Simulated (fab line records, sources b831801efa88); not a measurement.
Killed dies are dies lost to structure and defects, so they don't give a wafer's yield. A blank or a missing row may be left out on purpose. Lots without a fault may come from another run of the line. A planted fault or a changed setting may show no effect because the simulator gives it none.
fab line records | flow gf180mcu
record lots=14 wafers=42 last_day=34
route steps=602 shown V4@497 MIM@506
lots that met no fault: from a run of the same line without faults
start_h: hours from the record's first day to the start of the lot's first wafer shown | wait_h: hours since the lot's step before | " the same as in the row above | L1.1+2: a row that stands for several wafers | - no value, or no start given | * or withheld: withheld | < > ~ a bound
route shown NAME@n: a module of which the file shows steps, and the number in the route of the first | usual: mean/standard deviation of fault-free wafers | same: alike in all rows | chamber/n: place in a boat | sites: the reading at each site | _std_site: their standard deviation | _edge_site: outer sites' mean less inner sites' | radius_mm: how far each site lies from the wafer's centre | mask NAME#n: copy n | behind: the tool/chamber that last shaped the wafer | hold: why the lot was held/for how many hours/how that ended | device: the transistor (n, p or np) that didn't switch | end of line: the same wafers' tests at the end of the route | a step without rows: its recipe alone | killed: dies lost to structure and defects at the first sort, not the wafer's yield | map: a wafer's dies, x killed, . not, _ none there
set.NAME: the setting as run; set.NAME@STEP: as run at that earlier step | model.NAME: the simulator's own value behind a step, which no gauge read
steps of the route over a sample of lots; a table a step, a row a wafer
services: from which hour (start_h, from the record's first day; less than 0 if before it) a tool's chamber was out of use, for how many hours, and why
## steps
# step GF_V4_SPUTTER_21
# recipe material=Ti target_thk_nm=15 chamber_pressure_pa=5 power_w=2500 substrate_temp_c=200 time_s=80.02
# usual cathode_dc_power_W=2500.0/0.48 chamber_pressure_pa=4.999/0.01 throttle_valve_pct=30.1/0.85
# columns lot.wafer tool chamber start_h wait_h cathode_dc_power_W chamber_pressure_pa throttle_valve_pct
L959.2 pvd_sputter-03 - 571.52 0.0 2500.0 5.006 31.7
L959.3 " - " " 2500.5 5.004 29.1
L959.6 " - " " 2500.5 5.015 31.8
L960.1 pvd_sputter-03 - 579.08 0.0 2499.9 4.989 30.0
L960.4 " - " " 2499.5 4.995 31.9
L960.5 " - " " 2499.7 5.009 30.1
L961.1 pvd_sputter-04 - 584.48 0.0 2500.2 4.999 31.0
L961.3 " - " " 2499.7 4.998 29.7
L961.4 " - " " 2500.4 5.016 29.2
L963.1 pvd_sputter-02 - 605.68 0.0 2499.9 5.000 29.5
L963.2 " - " " 2499.2 5.013 29.8
L963.3 " - " " 2499.8 5.006 29.0
L965.1 pvd_sputter-03 - 617.76 0.0 2500.2 5.032 29.4
L965.2 " - " " 2500.3 5.010 28.9
L965.4 " - " " 2501.0 4.994 31.8
L967.2 pvd_sputter-02 - 637.03 0.0 2500.3 4.984 29.7
L967.5 " - " " 2499.4 4.985 30.2
L967.6 " - " " 2499.6 4.992 29.3
L968.2 pvd_sputter-04 - 643.45 0.0 2500.2 5.001 30.7
L968.4 " - " " 2499.8 5.011 29.5
L968.6 " - " " 2500.1 5.009 29.7
L970.1 pvd_sputter-03 - 656.49 0.0 2499.5 4.986 30.0
L970.2 " - " " 2500.1 4.984 29.7
L970.3 " - " " 2500.2 5.010 31.7
L971.1 pvd_sputter-02 - 670.55 0.0 2500.5 5.014 28.9
L971.4 " - " " 2499.8 5.005 29.9
L971.5 " - " " 2499.7 5.008 29.5
L972.1 pvd_sputter-04 - 677.58 0.0 - - -
L972.3 " - " " - - -
L972.4 " - " " - - -
L973.2 pvd_sputter-03 - 682.70 0.0 - - -
L973.4 " - " " - - -
L973.5 " - " " - - -
L974.2 pvd_sputter-03 - 686.68 0.0 2499.4 5.017 29.2
L974.3 " - " " 2500.0 4.982 31.9
L974.4 " - " " 2500.4 5.006 30.0
L976.2 pvd_sputter-04 - 704.91 0.0 2499.8 5.020 29.5
L976.3 " - " " 2499.7 4.996 30.8
L976.4 " - " " 2499.2 5.000 30.8
L981.1 pvd_sputter-02 - 726.89 0.0 2499.9 4.981 29.6
L981.4 " - " " 2499.8 4.998 30.6
L981.5 " - " " 2500.5 5.001 29.7
# step GF_V4_CMP_26
# recipe stop_on=SiO2 down_force_psi=3.5 platen_rpm=60 t_overpolish_s=15 target_thk_nm=0 pad_velocity_m_s=0.94248
# usual motor_current_A=10.8/1 slurry_filter_dp_kPa=13.50/0.14
# columns lot.wafer tool chamber start_h wait_h motor_current_A slurry_filter_dp_kPa
L959.2 cmp-02 0 571.91 0.0 11.7 13.41
L959.3 " 1 " " 11.4 13.56
L959.6 " 1 " " 11.9 13.42
L960.4 cmp-02 3 579.48 0.0 9.9 13.35
L960.1 " 2 " " 9.7 13.60
L960.5 " 3 " " 9.4 13.47
L961.3 cmp-01 0 584.88 0.0 10.9 13.56
L961.4 " 2 " " 10.1 13.50
L961.1 " 3 " " 12.4 13.59
L963.3 cmp-01 2 606.08 0.0 10.5 13.49
L963.2 " 3 " " 11.9 13.52
L963.1 " 1 " " 11.7 13.40
L965.2 cmp-02 3 618.15 0.0 10.1 13.61
L965.1 " 1 " " 11.9 13.23
L965.4 " 2 " " 9.6 13.30
L967.2 cmp-02 1 637.48 0.1 12.0 13.33
L967.6 " 0 " " 11.3 13.42
L967.5 " 1 " " 12.1 13.69
L968.2 cmp-02 3 643.89 0.1 10.1 13.66
L968.4 " 0 " " 11.8 13.69
L968.6 " 3 " " 10.2 13.47
L970.3 cmp-02 2 656.88 0.0 9.4 13.44
L970.2 " 3 " " 9.8 13.51
L970.1 " 0 " " 11.9 13.66
L971.1 cmp-02 1 670.95 0.1 11.8 13.24
L971.4 " 3 " " 9.6 13.41
L971.5 " 1 " " 12.2 13.27
L972.4 cmp-01 3 678.03 0.1 12.2 13.71
L972.1 " 0 " " 10.7 13.58
L972.3 " 1 " " 11.4 13.50
L973.2 cmp-01 3 683.09 0.0 12.1 13.59
L973.4 " 1 " " 11.8 13.63
L973.5 " 3 " " 12.1 13.46
L974.2 cmp-02 0 687.08 0.0 11.8 13.51
L974.3 " 1 " " 12.2 13.54
L974.4 " 2 " " 9.1 13.55
L976.2 cmp-01 1 705.31 0.0 11.6 13.46
L976.3 " 3 " " 11.7 13.55
L976.4 " 0 " " 10.0 13.57
L981.1 cmp-01 1 727.33 0.1 11.7 13.46
L981.4 " 3 " " 12.5 13.80
L981.5 " 1 " " 11.2 13.42
# step GF_MIM_SPUTTER_03
# recipe material=Ti target_thk_nm=10 substrate_temp_c=300 chamber_pressure_pa=0.3 power_w=3000 time_s=6.7
# usual cathode_dc_power_W=2999.9/0.52 chamber_pressure_pa=0.3001/0.00061 throttle_valve_pct=30.5/1.1
# columns lot.wafer tool chamber start_h wait_h cathode_dc_power_W chamber_pressure_pa throttle_valve_pct
L959.2 pvd_sputter-01 - 572.37 0.0 2999.6 0.3018 30.2
L959.3 " - " " 2999.8 0.2996 29.7
L959.6 " - " " 3000.1 0.3003 29.9
L960.1 pvd_sputter-01 - 579.94 0.0 2999.2 0.2989 31.8
L960.4 " - " " 3000.4 0.3004 30.2
L960.5 " - " " 3000.1 0.2998 30.0
L961.1 pvd_sputter-03 - 585.34 0.0 3000.8 0.3004 29.2
L961.3 " - " " 2999.5 0.3006 31.8
L961.4 " - " " 2999.3 0.2999 32.0
L963.1 pvd_sputter-03 - 606.54 0.0 3000.0 0.3001 31.6
L963.2 " - " " 3000.3 0.2996 29.5
L963.3 " - " " 3000.6 0.3005 28.9
L965.1 pvd_sputter-04 - 618.61 0.0 2999.4 0.3007 29.8
L965.2 " - " " 3000.3 0.2998 30.6
L965.4 " - " " 3000.2 0.2994 31.2
L967.2 pvd_sputter-04 - 637.89 0.0 2999.3 0.2985 29.3
L967.5 " - " " 3000.2 0.2997 31.0
L967.6 " - " " 2999.3 0.3007 30.8
L968.2 pvd_sputter-03 - 644.30 0.0 2999.7 0.3011 30.3
L968.4 " - " " 3000.6 0.3000 32.1
L968.6 " - " " 3000.1 0.3000 29.5
L970.1 pvd_sputter-01 - 657.34 0.0 2999.8 0.3008 32.8
L970.2 " - " " 3000.4 0.2995 29.6
L970.3 " - " " 3000.0 0.2999 31.8
L971.1 pvd_sputter-03 - 671.41 0.0 2999.7 0.2991 31.8
L971.4 " - " " 2999.9 0.2995 29.4
L971.5 " - " " 2999.6 0.3003 29.4
L974.2 pvd_sputter-04 - 687.54 0.0 3000.5 0.2983 30.6
L974.3 " - " " 3000.0 0.3007 31.2
L974.4 " - " " 3000.5 0.3003 31.2
L976.2 pvd_sputter-01 - 705.77 0.0 3000.5 0.3004 32.8
L976.3 " - " " 2998.7 0.3002 29.5
L976.4 " - " " 2999.8 0.3003 31.8
L981.1 pvd_sputter-03 - 727.74 0.0 3000.6 0.3003 30.1
L981.4 " - " " 3000.3 0.2997 29.6
L981.5 " - " " 3000.0 0.3006 29.6
## services
# columns tool chamber start_h hours kind
cmp-02 - 572.55 4.0 pm
cmp-02 - 576.55 - consumable_replace:conditioner
cmp-02 - 576.55 - consumable_replace:pad
pvd_sputter-04 - 577.63 2.6 repair
cmp-01 - 579.75 1.1 repair
cmp-02 - 580.83 12.1 pm
cmp-01 - 642.06 2.1 repair
cmp-02 - 688.54 10.0 pm
cmp-02 - 707.75 0.5 repair
pvd_sputter-01 - 709.74 7.9 repair
## key
first_sign step=GF_V4_SPUTTER_21 reading=tool_record direction=missing
effect none on later readings
met_at GF_V4_SPUTTER_21
struck_lots L972,L973
later_rows_left_out L972.1,L972.3,L972.4,L973.2,L973.4,L973.5
sort_left_out L972.1,L972.3,L972.4,L973.2,L973.4,L973.5
not_acting_at GF_V4_CMP_26,GF_MIM_SPUTTER_03
onset_between 656.49 677.58
fault kind=skipped_step_whole tool=pvd_sputter-03,pvd_sputter-04 chamber=- onset_h=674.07 steps=GF_V4_SPUTTER_21 scope=struck_lots_only
# sort_left_out: the simulated sort isn't trusted on such a fault, so these wafers' sort isn't shown, and their yield isn't known
# later_rows_left_out: the simulator's readings of these wafers behind a module that went badly wrong aren't trusted and aren't shown, but for the sort
